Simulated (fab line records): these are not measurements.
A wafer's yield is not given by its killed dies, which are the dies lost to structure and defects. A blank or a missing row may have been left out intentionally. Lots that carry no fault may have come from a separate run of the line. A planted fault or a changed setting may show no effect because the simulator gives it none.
A single fault, viewed from 2 desks | flow gf180mcu | each desk has only its own numbers; what lay behind them comes last

METROLOGY DESK
Means of the sampled wafers that have a number, per lot and without regard to the tool the lot ran on: this is what the gauges read. A lot is out of limits, marked OUT, if its mean lies more than 4 standard deviations from the usual mean; the brackets give that distance.
Columns: A = M1_ALCU_THK at GF_M1_THK_MEAS_06, usual 447 nm
lot  | first seen here | A
L548 | day 16 10:51    | 443
L549 | day 17 07:00    | 442
L551 | day 17 14:59    | 442
L552 | day 18 02:06    | 451
L553 | day 18 10:34    | 450
L554 | day 18 21:11    | 454
L555 | day 19 03:35    | 452
L556 | day 19 09:37    | 450
L561 | day 21 21:55    | 452
L563 | day 22 04:01    | 442
L566 | day 23 03:32    | 449
L569 | day 23 22:50    | 458
L570 | day 24 02:18    | 445
This desk found nothing out of limits on any of the 13 lots.

DESK OF THE TOOL OWNER: pvd sputter-02
The tool's own readings at GF_M1_SPUTTER_01 (material TiN, target thk 30 nm, time 25 s): means of the sampled wafers that have a number, for each lot that ran on this tool. A lot is out of limits, marked OUT, if its mean lies more than 4 standard deviations from the usual mean; the brackets give that distance.
Columns: A = cathode dc power W at GF_M1_SPUTTER_01, usual 6500.1 W; B = throttle valve pct at GF_M1_SPUTTER_01, usual 30.0 %
lot  | first seen here | A                | B
L549 | day 17 06:42    | 6500.4           | 30.2
L553 | day 18 10:19    | 6500.9           | 29.5
L561 | day 21 21:40    | 6443.3 (-47) OUT | 29.9
L563 | day 22 03:47    | 6388.5 (-93) OUT | 30.0
Finding of this desk: L561, L563 out of limits; the first was L561 at day 21 21:40, on cathode dc power W at GF_M1_SPUTTER_01. Within limits: L549, L553.

TAKEN TOGETHER
On L561, L563, at day 21 21:40, an alarm was possible from the tool owner's desk.
From the metrology desk's view, nothing was out of limits.
The metrology desk holds a record of L561, L563, inside its limits.
Of the lots named, all ran GF_M1_SPUTTER_01 on pvd sputter-02.

WHAT THE SIMULATOR HAD PUT IN
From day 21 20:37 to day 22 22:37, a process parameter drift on pvd sputter-02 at GF_M1_SPUTTER_01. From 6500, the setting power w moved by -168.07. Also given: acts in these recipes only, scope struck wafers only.
Shown lots that were struck: L561, L563.
Each desk's first reading out of limits, in hours after the fault started: the tool owner's desk, 1.
